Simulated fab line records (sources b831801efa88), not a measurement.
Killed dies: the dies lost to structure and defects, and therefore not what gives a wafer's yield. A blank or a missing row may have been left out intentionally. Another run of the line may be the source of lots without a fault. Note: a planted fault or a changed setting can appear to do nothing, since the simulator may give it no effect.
Which tool was responsible? + flow sky130 + 13 lots, 39 wafers sampled, at 4 steps of a route of 708

WHAT THE GAUGES READ, wafer by wafer
SKY_NWELL_RS_MEAS_29: uses a four-point probe to measure. Usual: for NWELL_RS the level is 624.5 ohm/sq and the standard deviation is 1.3.
| lot  | measured     | on            | NWELL_RS (ohm/sq) | flag |
|------|--------------|---------------|-------------------|------|
| L462 | day 5 13:59  | film metro-02 | 626.2 625.1 625.1 |      |
| L463 | day 5 18:53  | film metro-01 | 623.2 622.7 624.2 |      |
| L464 | day 6 00:26  | film metro-02 | 625.5 623.8 625.0 |      |
| L465 | day 6 07:50  | film metro-02 | 624.7 623.4 622.4 |      |
| L466 | day 6 11:56  | film metro-01 | 624.6 625.1 624.0 |      |
| L467 | day 6 18:05  | film metro-02 | 625.8 623.3 624.1 |      |
| L469 | day 7 08:05  | film metro-02 | 625.5 624.8 624.0 |      |
| L476 | day 9 10:14  | film metro-02 | 634.0 635.0 633.2 | OFF  |
| L478 | day 9 19:20  | film metro-02 | 633.7 632.4 633.4 | OFF  |
| L481 | day 10 08:02 | film metro-02 | 623.6 622.5 622.8 |      |
| L482 | day 10 16:37 | film metro-03 | 626.9 626.9 627.3 |      |
| L483 | day 10 20:25 | film metro-01 | 622.9 625.8 623.3 |      |
| L484 | day 11 06:32 | film metro-03 | 623.8 626.8 623.4 |      |

SKY_CONTACT_OVL_MEAS_15. Usual: for CONTACT_OVL the level is -1 nm and the standard deviation is 5.7.
| lot  | measured     | on         | CONTACT_OVL (nm) | flag |
|------|--------------|------------|------------------|------|
| L462 | day 31 20:53 | overlay-01 | -1 3 -2          |      |
| L463 | day 32 01:28 | overlay-01 | 1 -5 -3          |      |
| L464 | day 32 11:10 | overlay-01 | -4 -9 2          |      |
| L465 | day 32 19:20 | overlay-01 | -5 5 1           |      |
| L466 | day 32 21:07 | overlay-01 | -1 -6 -4         |      |
| L467 | day 33 10:17 | overlay-02 | -7 -7 -7         |      |
| L469 | day 34 02:57 | overlay-01 | 7 1 1            |      |
| L476 | day 36 16:07 | overlay-02 | -6 -1 -9         |      |
| L478 | day 37 06:33 | overlay-02 | 0 -4 4           |      |
| L481 | day 37 18:38 | overlay-01 | 6 -7 5           |      |
| L482 | day 38 04:36 | overlay-02 | 6 0 5            |      |
| L483 | day 38 10:57 | overlay-02 | 0 3 4            |      |
| L484 | day 38 14:16 | overlay-02 | -2 -1 -10        |      |

SKY_CONTACT_THK_MEAS_26: measures by xrf. Usual: for CONTACT_W_THK the level is 345 nm and the standard deviation is 7.4.
| lot  | measured     | on            | CONTACT_W_THK (nm) | flag |
|------|--------------|---------------|--------------------|------|
| L462 | day 31 21:59 | film metro-02 | 342 350 358        |      |
| L463 | day 32 02:35 | film metro-04 | 345 343 356        |      |
| L464 | day 32 12:13 | film metro-04 | 350 340 351        |      |
| L465 | day 32 20:26 | film metro-02 | 332 330 333        |      |
| L466 | day 32 22:13 | film metro-04 | 353 346 343        |      |
| L467 | day 33 11:35 | film metro-01 | 336 351 335        |      |
| L469 | day 34 04:10 | film metro-04 | 350 337 349        |      |
| L476 | day 36 17:13 | film metro-04 | 349 357 342        |      |
| L478 | day 37 07:38 | film metro-02 | 345 338 340        |      |
| L481 | day 37 19:46 | film metro-04 | 340 343 355        |      |
| L482 | day 38 05:43 | film metro-01 | 359 346 342        |      |
| L483 | day 38 12:07 | film metro-04 | 351 341 337        |      |
| L484 | day 38 15:24 | film metro-04 | 347 342 342        |      |

WHAT TOOL EACH LOT RAN ON (gives the tool, then ch and the chambers of the sampled wafers, and finally the start)
| lot  | SKY_NWELL_IMPLANT_11            |
|------|---------------------------------|
| L462 | implanter-01 ch 0, day 4 19:14  |
| L463 | implanter-04 ch 0, day 4 23:56  |
| L464 | implanter-02 ch 0, day 5 05:29  |
| L465 | implanter-01 ch 0, day 5 12:05  |
| L466 | implanter-04 ch 0, day 5 16:59  |
| L467 | implanter-02 ch 0, day 5 23:02  |
| L469 | implanter-01 ch 0, day 6 11:08  |
| L476 | implanter-02 ch 0, day 8 11:59  |
| L478 | implanter-02 ch 0, day 8 21:17  |
| L481 | implanter-01 ch 0, day 9 09:25  |
| L482 | implanter-04 ch 0, day 9 17:45  |
| L483 | implanter-01 ch 0, day 9 21:18  |
| L484 | implanter-04 ch 0, day 10 06:50 |
- SKY_NWELL_IMPLANT_11

AS READ BY THE TOOLS THEMSELVES (means over the sampled wafers that have a number; for cases with no such wafer, the mark the record gives instead)
SKY_NWELL_IMPLANT_11. Usual: beam energy keV at 400.02, with a standard deviation of 0.12.
| lot  | tool         | beam energy keV | flag |
|------|--------------|-----------------|------|
| L462 | implanter-01 | 400.09          |      |
| L463 | implanter-04 | 400.01          |      |
| L464 | implanter-02 | 399.96          |      |
| L465 | implanter-01 | 400.13          |      |
| L466 | implanter-04 | 399.96          |      |
| L467 | implanter-02 | 399.98          |      |
| L469 | implanter-01 | 399.99          |      |
| L476 | implanter-02 | 375.28          | OFF  |
| L478 | implanter-02 | 375.50          | OFF  |
| L481 | implanter-01 | 399.98          |      |
| L482 | implanter-04 | 399.99          |      |
| L483 | implanter-01 | 400.02          |      |
| L484 | implanter-04 | 399.92          |      |

THE ANSWER, worked out from the rows above alone
Rule: a lot counts as off when the mean over its wafers that have a number is more than 3 standard deviations away from the usual mean. A lot without any number at a reading at which 4 lots or more have one is off too. Any other lot the step has rows for is counted as sound. The gauges are gone through in route order, then the tools' own readings, and for those a lot's mean is taken as printed above. The first step at which some lot is off is used, and at that step the reading that is off furthest; a lot without a number counts as furthest.
Off: at SKY_NWELL_RS_MEAS_29 (NWELL_RS), L476, L478.
If a tool, at a process step before that reading, ran all the lots that are off and no sound lot after the first of them, it fits. Not tried: the gauges at SKY_NWELL_RS_MEAS_29; whatever is off there is also off at SKY_NWELL_IMPLANT_11, on other tools, and gauge error can't account for it. One candidate fits, namely implanter-02 at SKY_NWELL_IMPLANT_11. A fault onset in the window from L467 (day 5 23:02, its last sound lot) to L476 (day 8 11:59, its first lot off) fits.
The tool's own readings at SKY_NWELL_IMPLANT_11 bear it out: on the lots that are off they differ by more than 5 times the standard deviation of the sound lots' means. beam energy keV reads 375.39 there against 400.00 on the sound lots.

WHAT HAD BEEN PUT IN BY THE SIMULATOR
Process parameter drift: implanter-02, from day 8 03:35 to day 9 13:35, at SKY_NWELL_IMPLANT_11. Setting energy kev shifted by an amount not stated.
Shown lots that were struck: L476, L478. The rule given above showed the same thing.
